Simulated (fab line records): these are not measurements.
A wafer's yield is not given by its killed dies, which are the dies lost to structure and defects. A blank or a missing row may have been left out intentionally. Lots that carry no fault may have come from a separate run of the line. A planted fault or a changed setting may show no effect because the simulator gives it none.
The tool behind it: which one? ; flow sky130 ; 6 lots with 18 wafers sampled at 2 steps, on a route of 708 steps

WHAT EACH GAUGE READ, for each wafer
SKY_LDD_LDN_TW_MEAS_13.
lot;measured;on;LDD_LDN_TW
L720;day 23 16:23;film_metro-04;1505 1496 1486
L723;day 24 18:43;film_metro-04;1504 1501 1498
L726;day 25 11:25;film_metro-02;1488 1493 1491
L729;day 26 22:28;film_metro-03;1493 1498 1494
L735;day 28 18:11;film_metro-03;1449 1461 1449
L741;day 30 23:10;film_metro-02;1487 1487 1476

WHICH TOOL RAN EACH LOT (tool, then ch and the chambers of the sampled wafers, then the start)
lot;SKY_LDD_LDN_IMPLANT_08
L720;implanter-01 ch 0, day 23 15:42
L723;implanter-01 ch 0, day 24 18:02
L726;implanter-04 ch 0, day 25 10:44
L729;implanter-04 ch 0, day 26 21:46
L735;implanter-04 ch 0, day 28 17:29
L741;implanter-01 ch 0, day 30 22:29
- SKY_LDD_LDN_IMPLANT_08

THE ANSWER, worked out from the rows above alone
Rule: the usual values come from the lots themselves. Put in order of their means at a reading, lots are off if they are a third of the lots or fewer, leave a main group of 4 or more, and stand apart from it by a gap of 3 or more times the standard deviation of the main group's means; of several such gaps the widest counts. If all means in a main group match to the digits the tables above print for the reading, that group is not used. A lot without any number at a reading at which 4 lots or more have one is off too. Any other lot the step has rows for is counted as sound.
Off: L735, seen at SKY_LDD_LDN_TW_MEAS_13 (LDD_LDN_TW). Mean 1493 and standard deviation 5.9 in the main group.
A tool fits if, at a process step before that reading, it ran every lot that is off, and no sound lot after the first of them. The gauges at SKY_LDD_LDN_TW_MEAS_13 are tried like those tools. Can't be told from this: 2 tools fit, implanter-04 at SKY_LDD_LDN_IMPLANT_08, film_metro-03 at SKY_LDD_LDN_TW_MEAS_13.

WHAT WAS PUT IN BY THE SIMULATOR
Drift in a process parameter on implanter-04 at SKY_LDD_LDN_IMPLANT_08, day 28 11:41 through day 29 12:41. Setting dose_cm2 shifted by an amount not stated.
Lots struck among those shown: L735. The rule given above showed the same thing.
